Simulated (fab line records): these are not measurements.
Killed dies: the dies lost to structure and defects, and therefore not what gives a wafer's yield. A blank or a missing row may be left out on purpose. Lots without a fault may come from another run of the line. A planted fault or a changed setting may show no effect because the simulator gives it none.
Which tool is to blame?    flow gf180mcu    13 lots, 39 wafers sampled, at 5 steps of a route of 602

WHAT THE GAUGES SHOWED, per wafer
GF_CONTACT_RS_MEAS_25: the measuring method here is four-point-probe. Usual: CONTACT_W_RS 0.387 ohm/sq, standard deviation 0.0064.
lot   measured      on             CONTACT_W_RS (ohm/sq)  flag
L379  day 15 20:27  film-metro-03  0.386 0.385 0.382      
L381  day 16 16:26  film-metro-04  0.385 0.390 0.389      
L382  day 17 01:14  film-metro-01  0.385 0.397 0.385      
L383  day 17 09:05  film-metro-04  0.381 0.379 0.387      
L386  day 19 01:36  film-metro-03  0.457 0.451 0.453      OFF
L387  day 19 08:13  film-metro-03  0.449 0.440 0.440      OFF
L396  day 22 15:25  film-metro-01  0.381 0.374 0.370      
L397  day 22 15:28  film-metro-04  0.392 0.393 0.389      
L398  day 22 22:11  film-metro-01  0.392 0.387 0.384      
L399  day 23 04:35  film-metro-01  0.400 0.387 0.390      
L400  day 23 13:07  film-metro-04  0.385 0.383 0.387      
L401  day 23 20:10  film-metro-01  0.393 0.385 0.390      
L402  day 24 05:25  film-metro-01  0.369 0.383 0.371      

GF_CONTACT_THK_MEAS_26: measures by xrf. Usual: CONTACT_W_THK 301 nm, standard deviation 5.4.
lot   measured      on             CONTACT_W_THK (nm)  flag
L379  day 15 20:34  film-metro-03  303 303 306         
L381  day 16 16:32  film-metro-04  300 298 299         
L382  day 17 01:21  film-metro-01  301 289 299         
L383  day 17 09:12  film-metro-04  303 305 298         
L386  day 19 01:43  film-metro-03  256 258 256         OFF
L387  day 19 08:20  film-metro-03  260 265 264         OFF
L396  day 22 15:32  film-metro-01  305 310 315         
L397  day 22 15:35  film-metro-04  294 292 297         
L398  day 22 22:19  film-metro-01  297 298 302         
L399  day 23 04:43  film-metro-01  291 302 298         
L400  day 23 13:13  film-metro-04  302 303 300         
L401  day 23 20:17  film-metro-01  294 302 300         
L402  day 24 05:32  film-metro-01  317 303 313         

GF_V1_CD_MEAS_14 targets a cd of 260 nm. Usual: 260.0 nm for cd-nm, sd 1.3.
lot   measured      on         cd-nm (nm)         flag
L379  day 17 19:22  cd-sem-01  262.5 261.9 263.4  
L381  day 18 16:29  cd-sem-02  261.3 260.9 261.2  
L382  day 19 02:31  cd-sem-02  260.2 261.3 260.5  
L383  day 19 09:31  cd-sem-02  258.8 259.4 259.9  
L386  day 21 03:31  cd-sem-01  260.0 260.0 258.9  
L387  day 21 09:25  cd-sem-02  259.9 260.2 261.6  
L396  day 24 14:49  cd-sem-01  258.1 258.8 257.8  
L397  day 24 15:28  cd-sem-02  261.4 260.6 260.6  
L398  day 24 22:43  cd-sem-02  260.9 260.8 260.9  
L399  day 25 03:14  cd-sem-02  261.3 262.1 263.1  
L400  day 25 10:43  cd-sem-01  259.1 258.6 259.7  
L401  day 25 19:56  cd-sem-01  261.9 262.2 263.0  
L402  day 26 03:38  cd-sem-01  260.3 259.4 260.6  

WHICH TOOL RAN EACH LOT (tool, then ch and the chambers of the sampled wafers, then the start)
lot   GF_CONTACT_CVD_24              GF_V1_CMP_04
L379  cvd-w-01 ch 0,1, day 15 20:21  cmp-02 ch 0,1, day 16 20:13
L381  cvd-w-01 ch 0,1, day 16 16:19  cmp-02 ch 0,1,2, day 17 16:46
L382  cvd-w-01 ch 0,1, day 17 01:07  cmp-02 ch 0,2,3, day 18 02:01
L383  cvd-w-01 ch 0,1, day 17 08:58  cmp-01 ch 0,2,3, day 18 09:28
L386  cvd-w-01 ch 0,1, day 19 01:29  cmp-01 ch 2,3, day 20 03:13
L387  cvd-w-01 ch 0,1, day 19 08:07  cmp-01 ch 1,2, day 20 10:35
L396  cvd-w-02 ch 0,1, day 22 15:19  cmp-02 ch 1,3, day 23 16:24
L397  cvd-w-01 ch 0,1, day 22 15:21  cmp-02 ch 1,2,3, day 23 16:45
L398  cvd-w-01 ch 0,1, day 22 22:05  cmp-01 ch 1,2,3, day 23 23:39
L399  cvd-w-01 ch 0,1, day 23 04:29  cmp-02 ch 0,1,3, day 24 04:44
L400  cvd-w-01 ch 0, day 23 12:55    cmp-02 ch 1,2, day 24 13:40
L401  cvd-w-01 ch 0,1, day 23 20:04  cmp-02 ch 1,2,3, day 24 23:24
L402  cvd-w-02 ch 0,1, day 24 05:18  cmp-01 ch 0,1,3, day 25 05:39
- GF_CONTACT_CVD_24: deposits W, target thk 300 nm, time 90.339 s.
- GF_V1_CMP_04: polishes SiO2.

AS READ BY THE TOOLS THEMSELVES (means over the sampled wafers that have a number; for cases with no such wafer, the mark the record gives instead)
GF_CONTACT_CVD_24. Usual: heater-power-w 866 W, standard deviation 190; susceptor-temp-C 399.95 C, standard deviation 0.21.
lot   tool      heater-power-w (W)  susceptor-temp-C (C)  flag
L379  cvd-w-01  967                 399.88                
L381  cvd-w-01  956                 400.02                
L382  cvd-w-01  972                 399.91                
L383  cvd-w-01  950                 400.08                
L386  cvd-w-01  922                 392.74                OFF
L387  cvd-w-01  923                 392.90                OFF
L396  cvd-w-02  720                 400.00                
L397  cvd-w-01  975                 400.14                
L398  cvd-w-01  970                 399.87                
L399  cvd-w-01  961                 399.80                
L400  cvd-w-01  706                 399.81                
L401  cvd-w-01  825                 400.15                
L402  cvd-w-02  740                 399.98                

GF_V1_CMP_04. Usual: motor-current-A 13.0 A, standard deviation 1.3; time-to-endpoint-s 80 s, standard deviation 6.1.
lot   tool    motor-current-A (A)  time-to-endpoint-s (s)  flag
L379  cmp-02  11.9                 82                      
L381  cmp-02  12.4                 90                      
L382  cmp-02  13.7                 80                      
L383  cmp-01  13.4                 84                      
L386  cmp-01  13.4                 79                      
L387  cmp-01  13.4                 78                      
L396  cmp-02  12.5                 78                      
L397  cmp-02  13.1                 71                      
L398  cmp-01  13.6                 83                      
L399  cmp-02  13.2                 75                      
L400  cmp-02  12.3                 83                      
L401  cmp-02  12.9                 74                      
L402  cmp-01  12.4                 80                      

THE ANSWER, worked out from the rows above alone
Rule: lot off if the mean of its wafers having a number is beyond 3 standard deviations from the usual mean. Also off: a lot with no number at a reading for which 4 or more lots have one. Any other lot the step has rows for is counted as sound. First the gauges in route order, then the tools' own readings, where a lot's mean is used as printed above. At the first step where some lot is off, the reading lying furthest off is the one used; lots without a number count as furthest.
Off: L386, L387, at GF_CONTACT_RS_MEAS_25 (CONTACT_W_RS).
If a tool, at a process step before that reading, ran all the lots that are off and no sound lot after the first of them, it fits. The gauges at GF_CONTACT_RS_MEAS_25 aren't tried: what is off there is off at GF_CONTACT_CVD_24 too, on other tools, and a gauge's error can't cause that. Of those tried, none fits.

WHAT WAS PUT IN BY THE SIMULATOR
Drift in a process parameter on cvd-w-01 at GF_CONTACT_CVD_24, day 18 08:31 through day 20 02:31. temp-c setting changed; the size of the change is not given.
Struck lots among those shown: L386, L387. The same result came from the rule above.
